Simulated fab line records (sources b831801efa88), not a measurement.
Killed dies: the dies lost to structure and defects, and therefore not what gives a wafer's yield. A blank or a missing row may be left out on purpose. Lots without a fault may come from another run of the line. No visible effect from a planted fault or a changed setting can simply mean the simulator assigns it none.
One fault through the eyes of 2 desks :: flow sky130 :: what lay behind the numbers comes last; until then each desk has only its own

== THE METROLOGY DESK ==
What the gauges read for every lot (on any tool): the sampled wafers with a number, averaged. Marked OUT: a lot whose mean sits more than 4 standard deviations from the usual mean, which makes it out of limits; the brackets give that distance.
Columns: A = cd_nm at SKY_VT_ADJUST_HVTP_CD_MEAS_07, usual 379.9 nm; B = VT_ADJUST_NCORE_OVL at SKY_VT_ADJUST_NCORE_OVL_MEAS_08, usual -0.7 nm
lot: L577
first seen here: day 6 19:11
A: 380.1
B: -1.5

lot: L578
first seen here: day 7 03:22
A: 380.4
B: -0.1

lot: L579
first seen here: day 7 09:16
A: 378.2
B: -0.8

lot: L580
first seen here: day 7 17:34
A: 378.2
B: -1.0

lot: L583
first seen here: day 8 08:52
A: 382.0
B: 2.3

lot: L584
first seen here: day 8 14:59
A: 380.0
B: 0.6

lot: L588
first seen here: day 10 02:35
A: 381.7
B: -0.6

lot: L589
first seen here: day 10 07:46
A: 379.0
B: 0.8

lot: L590
first seen here: day 10 08:01
A: 380.4
B: -0.9

lot: L591
first seen here: day 10 13:23
A: 377.8
B: -1.1

lot: L592
first seen here: day 11 03:28
A: 379.4
B: -2.5

lot: L596
first seen here: day 12 00:29
A: 380.3
B: -1.7
Finding of this desk: none of the 12 lots has anything out of limits.

== DESK OF THE TOOL OWNER: litho_track-01 ==
The tool's own readings at SKY_PWDE_SOFTBAKE_03, given as means over the sampled wafers that have a number, one for each lot that went through this tool. Marked OUT: a lot whose mean sits more than 4 standard deviations from the usual mean, which makes it out of limits; the brackets give that distance.
Columns: A = heater_power_total_W at SKY_PWDE_SOFTBAKE_03, usual 65.31 W; B = plate_temp_C at SKY_PWDE_SOFTBAKE_03, usual 110.00 C
lot: L578
first seen here: day 4 10:21
A: 65.31
B: 109.95

lot: L579
first seen here: day 4 16:31
A: 65.31
B: 110.04

lot: L583
first seen here: day 5 13:52
A: 65.14
B: 110.08

lot: L584
first seen here: day 5 18:33
A: 65.22
B: 110.06

lot: L588
first seen here: day 7 01:24
A: 68.42 (+22) OUT
B: 113.92 (+36) OUT

lot: L591
first seen here: day 7 10:04
A: 68.53 (+23) OUT
B: 113.92 (+36) OUT

lot: L592
first seen here: day 7 23:32
A: 68.54 (+23) OUT
B: 113.81 (+35) OUT
Finding of this desk: L588, L591, L592 out of limits; the first was L588 at day 7 01:24, on heater_power_total_W at SKY_PWDE_SOFTBAKE_03. In limits: L578, L579, L583, L584.

== BROUGHT TOGETHER ==
The tool owner's desk had the chance to raise an alarm at day 7 01:24 on L588, L591, L592.
From the metrology desk's view, nothing was out of limits.
The metrology desk has L588, L591, L592 on record, within its limits.
The lots listed all ran SKY_PWDE_SOFTBAKE_03 on litho_track-01.

== WHAT THE SIMULATOR HAD INSERTED ==
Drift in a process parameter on litho_track-01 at SKY_PWDE_SOFTBAKE_03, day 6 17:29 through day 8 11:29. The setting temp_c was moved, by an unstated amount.
Struck lots among those shown: L588, L591, L592.
Hours from the fault's start to each desk's first reading out of limits: the tool owner's desk, 8.
